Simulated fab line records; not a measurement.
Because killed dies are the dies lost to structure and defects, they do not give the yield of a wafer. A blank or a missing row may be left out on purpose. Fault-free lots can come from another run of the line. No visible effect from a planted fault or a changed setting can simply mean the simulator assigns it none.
Which tool was responsible?	flow sky130	6 lots, 18 wafers sampled, at 2 steps of a route of 708

## WHAT THE GAUGES READ, wafer by wafer
SKY_SONOS_ONO_THK_MEAS_01.
lot	measured	on	SONOS_ONO_OXIDATION_THK (nm)
L706	day 11 14:52	film_metro-04	2.60 2.55 2.58
L708	day 12 14:15	film_metro-01	2.63 2.63 2.61
L711	day 13 14:50	film_metro-04	3.56 3.51 3.57
L724	day 17 20:47	film_metro-01	2.53 2.47 2.58
L726	day 18 06:21	film_metro-01	2.59 2.56 2.56
L728	day 19 02:10	film_metro-04	2.56 2.63 2.60

## TOOL THAT RAN EACH LOT (tool first, then ch and the chambers of the sampled wafers, then the start)
lot	SKY_SONOS_ONO_OXIDATION_00
L706	furnace-01 ch 0, day 11 13:30
L708	furnace-02 ch 0, day 12 12:54
L711	furnace-02 ch 0, day 13 13:28
L724	furnace-01 ch 0, day 17 19:26
L726	furnace-02 ch 0, day 18 04:59
L728	furnace-02 ch 0, day 19 00:49
- SKY_SONOS_ONO_OXIDATION_00: stabilise 600 s, purge 300 s, target thk 2.6 nm.

## THE ANSWER, worked out from the rows above alone
Rule: usual is defined by the lots themselves. The widest of any qualifying gaps counts: lots, ordered by their means at a reading, are off when they make up no more than a third of the lots, leave a main group of 4 or more, and stand apart from it by 3 or more times the standard deviation of that group's means. Not used: any main group whose means are identical at the precision the tables above print for the reading. Also off: a lot with no number at a reading for which 4 or more lots have one. All remaining lots with rows at the step are treated as sound.
Off: L711, at SKY_SONOS_ONO_THK_MEAS_01 (SONOS_ONO_OXIDATION_THK). The main group has a mean of 2.58 nm with a standard deviation of 0.032.
A tool fits if, at a process step before that reading, it ran every lot that is off, and no sound lot after the first of them. The gauges at SKY_SONOS_ONO_THK_MEAS_01 are tried like those tools. None of those tried fits.

## WHAT THE SIMULATOR HAD PUT IN
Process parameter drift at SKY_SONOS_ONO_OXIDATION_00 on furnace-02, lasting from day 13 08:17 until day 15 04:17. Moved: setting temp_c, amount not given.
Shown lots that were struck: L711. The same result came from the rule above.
